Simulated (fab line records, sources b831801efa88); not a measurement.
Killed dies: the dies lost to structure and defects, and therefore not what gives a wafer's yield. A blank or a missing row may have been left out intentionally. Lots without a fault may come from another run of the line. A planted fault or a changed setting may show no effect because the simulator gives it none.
fab line records	flow sky130
record lots=6	wafers=18	last-day=49
route steps=708 shown METAL5@671 PASSIVATION@681 PAD_OPEN@694
lots that met no fault: from a run of the same line without faults
start-h: hours from the record's first day to the start of the lot's first wafer shown	wait-h: hours since the lot's step before	" as in the row above	L1.1+2: several wafers, shown together as one row	- no value present, or no start provided	* or withheld: withheld	< > ~ a bound
route shown NAME@n: a module of which the file shows steps, and the number in the route of the first	usual: average and standard deviation across the fault-free wafers	same: alike in all rows	chamber/n: place in a boat	sites: the reading at each site	_std_site: how widely they spread, as a standard deviation	_edge_site: outer sites' mean less inner sites'	radius-mm: for every site, how far away it sits from the centre of the wafer	mask NAME#n: copy n	behind: the tool/chamber that last shaped the wafer	hold: why the lot was held/for how many hours/how that ended	device: whichever transistor did not switch (one of n, p or np)	end of line: at the end of the route, the tests of the same wafers	where a step has no rows: the recipe by itself	killed: the dies lost at the first sort to structure and to defects; this is not the yield of the wafer	map: shows each die of a wafer: x if killed, . if not, _ if none is there
set.NAME: setting as actually run; set.NAME@STEP: the setting as run at that earlier step	model.NAME: the simulator's own value behind a step, which no gauge read
lots at selected steps of the route; one table per step, one row per wafer
services: when a tool's chamber went out of use (start-h, in hours from the record's first day, below 0 if earlier), for how many hours, and the reason
## steps
# step SKY_METAL5_SOFTBAKE_10
# recipe temp-c=90	time-s=60	resist=NOVOLAK
# step SKY_METAL5_EXPOSE_11
# recipe mask-id=MM5	na=0.6	source-shape=conventional	sigma-outer=0.6	polarization=unpolarized	target-cd-nm=1600	dose-mj=190
# step SKY_METAL5_PEB_12
# recipe temp-c=withheld	time-s=*	resist=NOVOLAK
# step SKY_METAL5_DEVELOP_13
# recipe resist=NOVOLAK	developer=TMAH	develop-time-s=60	dev-temp-c=23
# step SKY_METAL5_DESCUM_14
# recipe chemistry=O2	source-power-w=150	bias-power-w=0	pressure-mtorr=10	temp-c=40	time-s=11
# usual drypump-motor-current-A=5.7/0.47	oes-product-au=1.002/0.013	rf-fwd-power-W=147.4/0.93
lot.wafer	tool	chamber	start-h	wait-h	drypump-motor-current-A	oes-product-au	rf-fwd-power-W	rf-hours-counter-h
L231.4	rie-metal-04	0	1029.30	0.1	5.5	1.001	148.5	-
L231.5	"	0	"	"	5.5	1.005	148.5	-
L231.6	"	1	"	"	5.5	1.018	148.4	-
L232.3	rie-metal-01	0	1033.79	0.1	6.2	1.012	146.5	-
L232.4	"	1	"	"	5.0	1.002	147.1	-
L232.5	"	1	"	"	5.0	1.005	146.8	-
L242.2	rie-metal-01	1	1102.79	0.1	5.0	0.997	147.4	23
L242.3	"	0	"	"	6.2	1.009	146.4	-
L242.5	"	0	"	"	6.2	1.005	146.6	-
L243.1	rie-metal-04	1	1110.27	0.1	5.5	1.015	148.2	13
L243.5	"	1	"	"	5.5	1.016	148.7	-
L243.6	"	0	"	"	5.5	1.001	147.9	-
L245.2	rie-metal-01	1	1114.82	0.1	5.1	0.997	146.2	24
L245.3	"	0	"	"	6.2	1.013	146.2	-
L245.5	"	0	"	"	6.2	1.011	146.1	-
L250.1	rie-metal-01	1	1142.03	0.1	5.0	1.005	146.3	26
L250.2	"	0	"	"	6.2	1.025	146.4	25
L250.6	"	0	"	"	6.2	1.025	146.6	-
# step SKY_METAL5_METAL_ETCH_15
# recipe target-depth-a=12600	stop-on=SiO2	over-etch-frac=0.2	time-s=252	chemistry=Cl2/BCl3	resist-sidewall-deg=86	pressure-mtorr=10	icp-w=900	bias-w=48.5	Cl2_flow_sccm=60	bcl3-flow-sccm=30
# usual drypump-motor-current-A=5.7/0.47	oes-product-au=0.894/0.0051	rf-fwd-power-W=897.2/2.7	throttle-valve-pct=22.264/0.0095
lot.wafer	tool	chamber	start-h	wait-h	drypump-motor-current-A	oes-product-au	rf-fwd-power-W	rf-hours-counter-h	throttle-valve-pct
L231.4	rie-metal-04	0	1029.40	0.1	5.5	0.892	896.9	-	22.276
L231.5	"	0	"	"	5.5	0.900	895.2	-	22.260
L231.6	"	1	"	"	5.5	0.892	895.9	-	22.263
L232.3	rie-metal-01	0	1033.89	0.1	6.2	0.889	897.3	-	22.265
L232.4	"	1	"	"	5.0	0.889	896.5	-	22.269
L232.5	"	1	"	"	5.0	0.887	897.0	-	22.254
L242.2	rie-metal-01	1	1102.83	0.0	5.0	0.892	897.0	23	22.285
L242.3	"	0	"	"	6.2	0.895	894.9	-	22.273
L242.5	"	0	"	"	6.2	0.893	893.8	-	22.262
L243.1	rie-metal-04	1	1110.31	0.0	5.5	0.903	899.8	13	22.269
L243.5	"	1	"	"	5.5	0.901	897.3	-	22.273
L243.6	"	0	"	"	5.5	0.890	892.7	-	22.247
L245.2	rie-metal-01	1	1114.86	0.0	5.0	0.891	895.8	24	22.274
L245.3	"	0	"	"	6.2	0.896	895.7	-	22.263
L245.5	"	0	"	"	6.2	0.891	894.3	-	22.253
L250.1	rie-metal-01	1	1142.06	0.0	5.0	0.886	901.9	26	22.268
L250.2	"	0	"	"	6.2	0.893	889.0	25	22.272
L250.6	"	0	"	"	6.2	0.889	892.2	-	22.268
# step SKY_METAL5_STRIP_16
# recipe chemistry=O2/N2	power-w=1400	pressure-mtorr=1500	platen-temp-c=withheld	o2-flow-sccm=3000	n2-flow-sccm=300	overash-fraction=0.5
# usual drypump-motor-current-A=5.93/0.28	oes-product-au=0.710/0.0042	strip-time-to-endpoint-s=13.00/0.21
lot.wafer	tool	chamber	start-h	wait-h	drypump-motor-current-A	oes-product-au	rf-hours-counter-h	strip-time-to-endpoint-s
L231.4	plasma-asher-03	1	1029.59	0.1	5.52	0.716	-	13.26
L231.5	"	1	"	"	5.51	0.700	-	13.30
L231.6	"	0	"	"	6.13	0.711	-	13.16
L232.3	plasma-asher-04	0	1034.08	0.1	6.09	0.704	-	13.08
L232.4	"	1	"	"	5.66	0.709	-	13.17
L232.5	"	1	"	"	5.67	0.712	-	13.07
L242.2	plasma-asher-04	0	1103.06	0.2	6.11	0.715	100	12.86
L242.3	"	0	"	"	6.09	0.715	-	12.79
L242.5	"	1	"	"	5.65	0.700	-	12.80
L243.1	plasma-asher-02	1	1110.54	0.2	6.24	0.712	39	12.89
L243.5	"	1	"	"	6.25	0.706	-	12.83
L243.6	"	0	"	"	6.00	0.709	-	13.00
L245.2	plasma-asher-02	1	1115.09	0.2	6.26	0.702	39	12.94
L245.3	"	0	"	"	6.02	0.710	-	12.83
L245.5	"	1	"	"	6.26	0.714	-	12.87
L250.1	plasma-asher-03	1	1142.30	0.2	5.46	0.707	69	12.86
L250.2	"	0	"	"	6.16	0.709	69	12.70
L250.6	"	1	"	"	5.51	0.710	-	12.62
# step SKY_METAL5_STRIP_17
# recipe chemistry=post-etch-residue-remover	time-s=1200	temp-c=72.5
# step SKY_METAL5_CLEAN_18
# recipe chemistry=IPA	time-s=180	temp-c=25
# step SKY_METAL5_CLEAN_19
# recipe chemistry=O3/DIW	dry=n2-spin
# step SKY_PASSIVATION_CVD_00
# recipe material=SiO2	target-thk-nm=90	temp-c=400	time-s=withheld	rf-w=600
# usual heater-power-w=606/88	rf-fwd-power-W=587/3.4
lot.wafer	tool	chamber	start-h	wait-h	heater-power-w	rf-fwd-power-W
L231.4	pecvd-01	2	1030.19	0.0	692	585
L231.5	"	1	"	"	581	583
L231.6	"	0	"	"	503	593
L232.3	pecvd-03	1	1034.65	0.0	595	588
L232.4	"	1	"	"	604	586
L232.5	"	2	"	"	710	590
L242.2	pecvd-03	0	1103.72	0.0	536	589
L242.3	"	2	"	"	679	587
L242.5	"	1	"	"	493	585
L243.1	pecvd-03	1	1111.22	0.0	504	582
L243.5	"	2	"	"	610	588
L243.6	"	1	"	"	517	583
L245.2	pecvd-01	1	1115.75	0.0	601	587
L245.3	"	0	"	"	512	593
L245.5	"	0	"	"	491	591
L250.1	pecvd-01	1	1142.95	0.0	661	589
L250.2	"	2	"	"	655	585
L250.6	"	0	"	"	455	592
# step SKY_PASSIVATION_THK_MEAS_01
# recipe reads=SiO2_of_PASSIVATION_CVD_00
# usual PASSIVATION_CVD_00_THK=90.2/1.3
lot.wafer	tool	chamber	start-h	wait-h	PASSIVATION_CVD_00_THK[nm]
L231.4	film-metro-03	-	1030.23	-	91.7
L231.5	"	-	"	"	91.6
L231.6	"	-	"	"	91.0
L232.3	film-metro-02	-	1034.69	-	89.2
L232.4	"	-	"	"	91.4
L232.5	"	-	"	"	92.4
L242.2	film-metro-04	-	1103.75	-	90.5
L242.3	"	-	"	"	89.3
L242.5	"	-	"	"	90.8
L243.1	film-metro-04	-	1111.24	-	89.3
L243.5	"	-	"	"	90.7
L243.6	"	-	"	"	90.6
L245.2	film-metro-04	-	1115.78	-	89.7
L245.3	"	-	"	"	87.7
L245.5	"	-	"	"	90.2
L250.1	film-metro-04	-	1142.97	-	90.3
L250.2	"	-	"	"	89.4
L250.6	"	-	"	"	90.4
# step SKY_PASSIVATION_CVD_02
# recipe material=Si3N4	target-thk-nm=540	temp-c=400	time-s=withheld	rf-w=450
# usual heater-power-w=657/89	rf-fwd-power-W=449.3/1.4
lot.wafer	tool	chamber	start-h	wait-h	heater-power-w	rf-fwd-power-W	model.Si3N4_of_PASSIVATION_CVD_02.thk-nm
L231.4	pecvd-04	0	1030.38	0.1	684	448.7	550.2
L231.5	"	1	"	"	626	450.2	552.8
L231.6	"	2	"	"	793	446.2	532.4
L232.3	pecvd-01	2	1034.73	0.0	765	449.4	545.9
L232.4	"	0	"	"	571	449.2	545.4
L232.5	"	2	"	"	614	449.9	554.9
L242.2	pecvd-01	2	1103.80	0.0	579	629.2	591.5
L242.3	"	0	"	"	464	631.2	599.3
L242.5	"	2	"	"	626	630.8	608.1
L243.1	pecvd-01	2	1111.30	0.1	556	629.1	596.4
L243.5	"	1	"	"	628	632.5	607.2
L243.6	"	2	"	"	596	628.4	605.5
L245.2	pecvd-04	2	1115.83	0.0	841	448.5	528.3
L245.3	"	2	"	"	688	449.0	531.8
L245.5	"	2	"	"	751	450.0	531.5
L250.1	pecvd-03	2	1143.03	0.1	752	450.1	529.7
L250.2	"	0	"	"	656	449.5	551.5
L250.6	"	2	"	"	774	448.8	545.3
# step SKY_PASSIVATION_THK_MEAS_03
# recipe reads=Si3N4_of_PASSIVATION_CVD_02
# usual PASSIVATION_CVD_02_THK=542/7.7
lot.wafer	tool	chamber	start-h	wait-h	PASSIVATION_CVD_02_THK[nm]
L231.4	film-metro-02	-	1030.52	-	550
L231.5	"	-	"	"	553
L231.6	"	-	"	"	532
L232.3	film-metro-04	-	1034.97	-	545
L232.4	"	-	"	"	546
L232.5	"	-	"	"	555
L242.2	film-metro-02	-	1104.03	-	592
L242.3	"	-	"	"	599
L242.5	"	-	"	"	608
L243.1	film-metro-02	-	1111.52	-	596
L243.5	"	-	"	"	607
L243.6	"	-	"	"	605
L245.2	film-metro-04	-	1116.18	-	528
L245.3	"	-	"	"	532
L245.5	"	-	"	"	532
L250.1	film-metro-04	-	1143.26	-	530
L250.2	"	-	"	"	552
L250.6	"	-	"	"	546
# step SKY_PASSIVATION_DEHYDRATE_04
# recipe temp-c=200	time-s=60
# step SKY_PASSIVATION_HMDS_05
# recipe prime-time-s=60	prime-temp-c=120
# step SKY_PASSIVATION_COAT_06
# recipe spin-rpm=2000	resist-thk-nm=3000
# step SKY_PASSIVATION_SOFTBAKE_07
# recipe temp-c=110	time-s=withheld
# step SKY_PASSIVATION_EXPOSE_08
# recipe mask-id=NSM	target-cd-nm=3000	na=0.57	dose-mj=260
# step SKY_PASSIVATION_PEB_09
# recipe temp-c=115	time-s=withheld
# step SKY_PASSIVATION_DEVELOP_10
# recipe develop-time-s=60	dev-temp-c=23
# step SKY_PASSIVATION_ETCH_11
# recipe chemistry=CF4/O2	target-depth-nm=725	stop-on=AlCu	source-w=800	bias-w=150	pressure-mtorr=150	cf4-flow-sccm=80	O2_flow_sccm=10	time-s=161.1
# usual drypump-motor-current-A=5.5/0.52	oes-product-au=0.978/0.0079	rf-fwd-power-W=797.2/2.5	throttle-valve-pct=5.964/0.009
lot.wafer	tool	chamber	start-h	wait-h	drypump-motor-current-A	oes-product-au	rf-fwd-power-W	rf-hours-counter-h	throttle-valve-pct	model.PASSIVATION.feature-depth-nm	model.etch.depth-nm
L231.4	rie-diel-04	0	1051.99	-	5.9	0.989	795.6	19	5.959	715.6	715.6
L231.5	"	1	"	"	6.3	0.988	802.1	-	5.975	717.9	717.9
L231.6	"	2	"	"	5.4	0.978	793.3	-	5.982	697.8	697.8
L232.3	rie-diel-04	0	1056.53	-	5.9	0.985	798.4	19	5.949	708.1	708.1
L232.4	"	1	"	"	6.3	0.977	794.4	-	5.963	709.7	709.7
L232.5	"	0	"	"	5.9	0.991	794.2	-	5.961	720.8	720.8
L242.2	rie-diel-01	0	1123.48	-	5.1	0.984	795.0	18	5.953	705.3	705.3
L242.3	"	3	"	"	5.2	1.000	800.4	14	5.965	728.4	728.4
L242.5	"	0	"	"	5.1	0.964	792.7	-	5.964	698.9	698.9
L243.1	rie-diel-01	3	1130.61	-	5.2	0.999	799.0	14	5.960	728.9	728.9
L243.5	"	0	"	"	5.1	0.963	798.6	-	5.945	696.3	696.3
L243.6	"	3	"	"	5.2	0.969	798.3	-	5.967	696.1	696.1
L245.2	rie-diel-03	2	1135.43	-	4.8	0.962	797.5	8	5.968	692	692
L245.3	"	0	"	"	5.2	0.962	797.8	14	5.965	691.2	691.2
L245.5	"	3	"	"	4.7	0.973	801.4	-	5.962	694.1	694.1
L250.1	rie-diel-03	0	1160.38	-	5.2	0.965	798.5	16	5.965	693.7	693.7
L250.2	"	2	"	"	4.8	0.977	796.2	10	5.963	715.6	715.6
L250.6	"	2	"	"	4.8	0.981	795.2	-	5.963	710.5	710.5
# step SKY_PASSIVATION_STRIP_12
# recipe chemistry=O2/N2	power-w=1400	pressure-mtorr=1500	platen-temp-c=withheld	overash-fraction=0.7	o2-flow-sccm=3000	n2-flow-sccm=300
# step SKY_PAD_OPEN_DEHYDRATE_00
# recipe temp-c=200	time-s=60
# step SKY_PAD_OPEN_HMDS_01
# recipe prime-time-s=60	prime-temp-c=120
# step SKY_PAD_OPEN_COAT_02
# recipe spin-rpm=2000	resist-thk-nm=3000
# step SKY_PAD_OPEN_SOFTBAKE_03
# recipe temp-c=110	time-s=withheld
# step SKY_PAD_OPEN_EXPOSE_04
# recipe mask-id=PDM	target-cd-nm=60000	na=0.57	dose-mj=260
# step SKY_PAD_OPEN_PEB_05
# recipe temp-c=115	time-s=withheld
# step SKY_PAD_OPEN_DEVELOP_06
# recipe develop-time-s=60	dev-temp-c=23
# step SKY_PAD_OPEN_ETCH_07
# recipe chemistry=CF4/O2	target-depth-nm=725	stop-on=AlCu	source-w=800	bias-w=150	pressure-mtorr=150	cf4-flow-sccm=80	O2_flow_sccm=10	time-s=161.1
# usual drypump-motor-current-A=5.6/0.54	oes-product-au=0.979/0.0076	rf-fwd-power-W=796.7/2.5	throttle-valve-pct=5.964/0.0093
lot.wafer	tool	chamber	start-h	wait-h	drypump-motor-current-A	oes-product-au	rf-fwd-power-W	rf-hours-counter-h	throttle-valve-pct	model.etch.depth-nm	model.PAD_OPEN.feature-depth-nm
L231.4	rie-diel-02	1	1073.74	-	5.3	0.989	796.2	17	5.973	715.6	715.6
L231.5	"	3	"	"	5.3	0.992	799.7	-	5.977	717.9	717.9
L231.6	"	2	"	"	5.9	0.972	799.9	-	5.959	697.8	697.8
L232.3	rie-diel-04	3	1077.79	-	5.8	0.979	795.9	7	5.965	708.1	708.1
L232.4	"	2	"	"	5.4	0.984	793.5	27	5.966	709.7	709.7
L232.5	"	0	"	"	6.0	0.996	796.5	-	5.972	720.8	720.8
L242.2	rie-diel-04	2	1142.66	-	5.4	0.986	794.2	30	5.976	712.3	712.3
L242.3	"	0	"	"	5.9	1.012	797.6	22	5.985	738.6	738.6
L242.5	"	2	"	"	5.4	0.980	791.9	-	5.968	698.9	698.9
L243.1	rie-diel-04	1	1148.51	-	6.3	1.012	798.9	19	5.980	754.6	754.6
L243.5	"	3	"	"	5.8	0.976	796.3	-	5.960	697.9	697.9
L243.6	"	0	"	"	5.9	0.974	794.2	-	5.957	696.1	696.1
L245.2	rie-diel-04	2	1153.87	-	5.4	0.962	794.8	30	5.969	692	692
L245.3	"	3	"	"	5.8	0.972	795.0	9	5.959	691.2	691.2
L245.5	"	1	"	"	6.3	0.972	796.8	-	5.964	694.1	694.1
L250.1	rie-diel-03	1	1176.92	-	6.2	0.966	797.9	28	5.961	693.7	693.7
L250.2	"	2	"	"	4.8	0.976	797.5	10	5.961	714.2	714.2
L250.6	"	0	"	"	5.2	0.973	794.6	-	5.962	703.3	703.3
# step SKY_PAD_OPEN_STRIP_08
# recipe chemistry=O2/N2	power-w=1400	pressure-mtorr=1500	platen-temp-c=withheld	overash-fraction=0.7	o2-flow-sccm=3000	n2-flow-sccm=300
# usual drypump-motor-current-A=6.02/0.22	oes-product-au=0.663/0.0045	strip-time-to-endpoint-s=37.07/0.097
lot.wafer	tool	chamber	start-h	wait-h	drypump-motor-current-A	oes-product-au	rf-hours-counter-h	strip-time-to-endpoint-s
L231.4	plasma-asher-02	1	1073.88	0.1	6.26	0.658	-	37.11
L231.5	"	0	"	"	6.03	0.657	-	37.09
L231.6	"	1	"	"	6.26	0.667	-	37.21
L232.3	plasma-asher-04	1	1077.93	0.1	5.69	0.666	-	37.24
L232.4	"	0	"	"	6.08	0.672	-	37.17
L232.5	"	1	"	"	5.67	0.658	-	37.29
L242.2	plasma-asher-01	1	1142.77	0.1	6.19	0.671	6	37.08
L242.3	"	1	"	"	6.23	0.660	-	37.06
L242.5	"	1	"	"	6.22	0.661	-	37.04
L243.1	plasma-asher-04	0	1148.62	0.1	6.10	0.658	105	37.13
L243.5	"	1	"	"	5.66	0.663	-	37.07
L243.6	"	0	"	"	6.09	0.668	-	37.17
L245.2	plasma-asher-04	0	1153.98	0.1	6.08	0.665	105	37.12
L245.3	"	1	"	"	5.68	0.675	-	37.15
L245.5	"	1	"	"	5.65	0.664	-	37.22
L250.1	plasma-asher-02	0	1177.03	0.1	5.98	0.663	46	37.18
L250.2	"	1	"	"	6.26	0.662	46	37.19
L250.6	"	1	"	"	6.27	0.664	-	37.03
# step SKY_PAD_OPEN_STRIP_09
# recipe chemistry=post-etch-residue-remover	time-s=1200	temp-c=72.5
lot.wafer	tool	chamber	start-h	wait-h	model.Si3N4_of_PASSIVATION_CVD_02.thk-nm
L231.4	wet-bench-02	0	1073.95	0.0	549.8
L231.5	"	0	"	"	552.5
L231.6	"	0	"	"	532
L232.3	wet-bench-04	1	1078.00	0.0	545.5
L232.4	"	1	"	"	545
L232.5	"	1	"	"	554.5
L242.2	wet-bench-03	0	1142.95	0.1	591.1
L242.3	"	0	"	"	598.9
L242.5	"	0	"	"	607.8
L243.1	wet-bench-04	2	1148.72	0.1	596
L243.5	"	2	"	"	606.9
L243.6	"	2	"	"	605.1
L245.2	wet-bench-02	1	1154.08	0.1	527.9
L245.3	"	1	"	"	531.4
L245.5	"	1	"	"	531.2
L250.1	wet-bench-04	1	1177.13	0.1	529.3
L250.2	"	1	"	"	551.1
L250.6	"	1	"	"	545
# step SKY_PAD_OPEN_CLEAN_10
# recipe chemistry=IPA	time-s=180	temp-c=25
# step SKY_PAD_OPEN_PROBE_99
# usual defect-limited-yield=82.5/1.7	killed_at_M0_to_M3=42/6.1	killed_at_M4_up=3.1/1.7	killed-at-contacts=24/5.5	killed-at-front-end=16/4.1	killed-at-other=0.3/0.57	killed-dies=86/8.2	killed-open=47/6.8	killed-short=38/5.8	sort_bin_3_pad_short=0.8/0.42	sort_bin_5_function=10.2/1.3	sort_bin_6_memory=6.4/1	sort-n-pass=406/8.2	sort-yield-pct=82.5/1.7
# same gross-dies=492	killed-at-back-side=0	sort_bin_4_leakage[%]=0	sort_bin_8_speed[%]=0
lot.wafer	tool	chamber	start-h	wait-h	defect-limited-yield[%]	killed_at_M0_to_M3	killed_at_M4_up	killed-at-contacts	killed-at-front-end	killed-at-other	killed-dies	killed-open	killed-short	sort_bin_3_pad_short[%]	sort_bin_5_function[%]	sort_bin_6_memory[%]	sort-n-pass	sort-yield-pct[%]
L231.4	prober-02	-	1076.29	0.2	80.3	41	8	30	18	0	97	67	30	0.4	12.4	6.9	395	80.3
L231.5	prober-02	-	1076.34	0.2	85.0	35	3	24	12	0	74	41	33	0.2	8.3	6.5	418	85.0
L231.6	prober-02	-	1076.39	0.2	81.9	55	5	23	6	0	89	51	37	0.8	11.6	5.7	403	81.9
L232.3	prober-01	-	1080.25	0.2	85.8	33	2	20	15	0	70	38	32	1.2	8.5	4.5	422	85.8
L232.4	prober-01	-	1080.30	0.2	80.3	47	4	30	15	1	97	52	44	0.6	11.2	7.9	395	80.3
L232.5	prober-01	-	1080.35	0.2	83.5	39	2	22	18	0	81	44	37	0	11.0	5.5	411	83.5
L242.2	prober-01	-	1145.26	0.1	80.5	43	5	32	16	0	96	53	43	0.6	10.0	8.9	396	80.5
L242.3	prober-01	-	1145.31	0.2	81.9	38	4	29	18	0	89	47	41	0.8	9.6	7.7	403	81.9
L242.5	prober-01	-	1145.41	0.2	78.3	53	1	33	19	1	107	60	46	1.0	13.6	7.1	385	78.3
L243.1	prober-02	-	1150.86	0.1	81.7	39	1	28	22	0	90	55	34	2.0	9.6	6.7	402	81.7
L243.5	prober-02	-	1151.06	0.2	81.3	43	3	29	17	0	92	46	46	1.8	9.6	7.3	400	81.3
L243.6	prober-02	-	1151.11	0.2	85.6	32	1	22	15	1	71	39	32	0.6	8.1	5.7	421	85.6
L245.2	prober-02	-	1156.28	0.1	80.9	51	3	24	16	0	94	50	44	0.6	12.0	6.5	398	80.9
L245.3	prober-02	-	1156.33	0.2	80.9	50	2	24	18	0	94	55	39	0.8	12.6	5.7	398	80.9
L245.5	prober-02	-	1156.43	0.2	82.3	39	2	31	14	1	87	53	34	0.6	10.4	6.7	405	82.3
L250.1	prober-01	-	1179.39	0.1	83.3	44	4	15	19	0	82	54	28	0.6	9.8	6.3	410	83.3
L250.2	prober-01	-	1179.44	0.1	79.9	48	3	31	17	0	99	43	56	0.8	12.6	6.7	393	79.9
L250.6	prober-01	-	1179.64	0.2	83.1	40	1	29	13	0	83	47	36	0.4	9.3	7.1	409	83.1
# killed by level:class
L231.4 VIA1:geometric-particle:open=20 CONTACT:geometric-particle:open=11 LI_CONTACT:geometric-particle:open=8 POLY_GATE:geometric-particle:open=7 VIA2:geometric-particle:open=6 LI_CONTACT:geometric-particle:short=5 METAL1:geometric-particle:short=5 VIA3:geometric-particle:open=5
L231.5 CONTACT:geometric-particle:open=9 VIA1:geometric-particle:open=8 CONTACT:geometric-particle:short=6 POLY_GATE:geometric-particle:open=5 LI_CONTACT:geometric-particle:open=5 VIA2:geometric-particle:short=5 VIA3:geometric-particle:open=5 VIA3:geometric-particle:short=5
L231.6 VIA2:geometric-particle:open=16 VIA1:geometric-particle:open=11 LI_CONTACT:geometric-particle:open=10 METAL1:geometric-particle:short=6 VIA3:geometric-particle:open=6 METAL2:geometric-particle:short=5 VIA3:geometric-particle:short=5 CONTACT:geometric-particle:open=4
L232.3 CONTACT:geometric-particle:open=8 VIA1:geometric-particle:open=8 METAL1:geometric-particle:short=6 VIA2:geometric-particle:open=6 LI_CONTACT:geometric-particle:open=5 POLY_GATE:geometric-particle:short=4 LOCAL_INTERCONNECT:geometric-particle:short=4 FIELD_ISO:geometric-particle:open=3
L232.4 CONTACT:geometric-particle:open=17 VIA1:geometric-particle:open=12 METAL2:geometric-particle:short=7 METAL1:geometric-particle:short=6 VIA2:geometric-particle:short=6 VIA2:geometric-particle:open=6 POLY_GATE:geometric-particle:short=5 CONTACT:geometric-particle:short=5
L232.5 VIA2:geometric-particle:open=10 VIA1:geometric-particle:open=7 CONTACT:geometric-particle:short=7 FIELD_ISO:geometric-particle:short=6 CONTACT:geometric-particle:open=6 LOCAL_INTERCONNECT:geometric-particle:short=5 POLY_GATE:geometric-particle:open=4 LI_CONTACT:geometric-particle:open=4
L242.2 CONTACT:geometric-particle:open=12 LI_CONTACT:geometric-particle:open=8 METAL1:geometric-particle:short=7 VIA2:geometric-particle:open=6 VIA3:geometric-particle:open=6 VIA1:geometric-particle:short=5 VIA1:geometric-particle:open=5 POLY_GATE:geometric-particle:short=4
L242.3 CONTACT:geometric-particle:open=11 LI_CONTACT:geometric-particle:open=8 METAL1:geometric-particle:short=8 FIELD_ISO:geometric-particle:open=6 CONTACT:geometric-particle:short=6 VIA2:geometric-particle:open=6 VIA1:geometric-particle:open=5 VIA2:geometric-particle:short=5
L242.5 VIA1:geometric-particle:open=16 CONTACT:geometric-particle:open=12 CONTACT:geometric-particle:short=9 VIA1:geometric-particle:short=8 VIA2:geometric-particle:open=8 LI_CONTACT:geometric-particle:open=7 FIELD_ISO:geometric-particle:open=6 FIELD_ISO:geometric-particle:short=6
L243.1 FIELD_ISO:geometric-particle:open=9 LI_CONTACT:geometric-particle:open=9 CONTACT:geometric-particle:open=8 VIA1:geometric-particle:open=8 VIA3:geometric-particle:open=7 FIELD_ISO:geometric-particle:short=6 VIA2:geometric-particle:open=6 METAL1:geometric-particle:short=5
L243.5 CONTACT:geometric-particle:open=12 VIA1:geometric-particle:open=9 LOCAL_INTERCONNECT:geometric-particle:short=6 VIA2:geometric-particle:open=6 VIA3:geometric-particle:short=6 POLY_GATE:geometric-particle:short=4 POLY_GATE:geometric-particle:open=4 LI_CONTACT:geometric-particle:open=4
L243.6 CONTACT:geometric-particle:open=9 VIA1:geometric-particle:open=8 VIA2:geometric-particle:open=6 LI_CONTACT:geometric-particle:open=5 FIELD_ISO:geometric-particle:short=4 FIELD_ISO:geometric-particle:open=4 POLY_GATE:geometric-particle:short=4 CONTACT:geometric-particle:short=4
L245.2 LI_CONTACT:geometric-particle:open=12 VIA3:geometric-particle:open=12 METAL2:geometric-particle:short=10 VIA2:geometric-particle:short=9 CONTACT:geometric-particle:open=7 VIA1:geometric-particle:open=7 FIELD_ISO:geometric-particle:open=5 FIELD_ISO:geometric-particle:short=4
L245.3 VIA1:geometric-particle:open=12 LI_CONTACT:geometric-particle:open=11 CONTACT:geometric-particle:open=8 VIA3:geometric-particle:short=7 FIELD_ISO:geometric-particle:open=6 VIA1:geometric-particle:short=5 VIA2:geometric-particle:open=5 METAL2:geometric-particle:short=5
L245.5 CONTACT:geometric-particle:open=12 VIA1:geometric-particle:open=11 LI_CONTACT:geometric-particle:open=8 VIA3:geometric-particle:open=8 LOCAL_INTERCONNECT:geometric-particle:short=7 FIELD_ISO:geometric-particle:short=6 VIA2:geometric-particle:open=6 CONTACT:geometric-particle:short=4
L250.1 VIA1:geometric-particle:open=10 VIA2:geometric-particle:open=8 CONTACT:geometric-particle:open=7 POLY_GATE:geometric-particle:open=6 METAL1:geometric-particle:short=6 VIA3:geometric-particle:open=6 LI_CONTACT:geometric-particle:open=4 POLY_GATE:geometric-particle:short=3
L250.2 VIA1:geometric-particle:open=12 VIA1:geometric-particle:short=11 LI_CONTACT:geometric-particle:open=7 LI_CONTACT:geometric-particle:short=7 METAL2:geometric-particle:short=7 CONTACT:geometric-particle:open=7 LOCAL_INTERCONNECT:geometric-particle:short=6 FIELD_ISO:geometric-particle:short=5
L250.6 CONTACT:geometric-particle:open=11 VIA1:geometric-particle:open=10 LI_CONTACT:geometric-particle:open=8 METAL1:geometric-particle:short=6 CONTACT:geometric-particle:short=6 VIA3:geometric-particle:open=6 VIA1:geometric-particle:short=5 METAL2:geometric-particle:short=4
## services
tool	chamber	start-h	hours	kind
plasma-asher-01	-	1007.58	1.1	repair
rie-diel-03	2	1012.11	2.4	repair
rie-diel-01	2	1016.31	5.4	repair
pecvd-04	-	1018.08	2.8	pm
rie-diel-04	3	1052.17	9.8	repair
plasma-asher-01	-	1055.25	9.0	pm
wet-bench-02	-	1060.59	1.6	repair
rie-diel-01	0	1061.07	9.2	repair
rie-diel-03	1	1064.36	2.9	repair
rie-diel-04	1	1069.35	3.1	repair
pecvd-01	2	1073.25	5.5	scheduled-down
wet-bench-04	-	1094.59	9.9	repair
rie-diel-02	0	1107.63	2.9	repair
pecvd-03	0	1115.82	2.2	repair
plasma-asher-01	-	1116.96	13.4	repair
pecvd-03	2	1117.34	5.7	repair
pecvd-03	1	1120.79	2.2	repair
rie-diel-02	-	1122.95	0.2	repair
rie-diel-03	-	1130.62	1.2	repair
rie-diel-03	3	1141.17	30.1	repair
rie-diel-01	0	1142.36	3.6	repair
pecvd-01	-	1148.19	0.7	repair
rie-diel-04	2	1155.59	-	clean
pecvd-04	-	1156.31	0.4	repair
## key
first-sign step=SKY_PASSIVATION_CVD_02	reading=rf-fwd-power-W	direction=up	sigmas=99+	usual=449.3	struck=630.2
effect step=SKY_PASSIVATION_THK_MEAS_03	reading=PASSIVATION_CVD_02_THK	direction=up	sigmas=7.7	usual=542	struck=601
model-effect step=SKY_PASSIVATION_CVD_02	value=Si3N4_of_PASSIVATION_CVD_02.thk-nm	without=544	struck=601.3
model-effect step=SKY_PASSIVATION_ETCH_11	value=PASSIVATION.feature-depth-nm	without=703.5	struck=709
model-effect step=SKY_PAD_OPEN_ETCH_07	value=etch.depth-nm	without=707.8	struck=716.4
model-effect step=SKY_PAD_OPEN_STRIP_09	value=Si3N4_of_PASSIVATION_CVD_02.thk-nm	without=543.6	struck=601
met-at SKY_PASSIVATION_CVD_02
struck-wafers L242.2,L242.3,L242.5,L243.1,L243.5,L243.6
onset-between 1034.73 1103.80
fault kind=process-parameter-drift	tool=pecvd-01	chamber=-	onset-h=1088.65	steps=SKY_PASSIVATION_CVD_02	channel=rf-w	offset=180	shape=step	end-h=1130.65	acts-in=these-recipes-only	stated=450
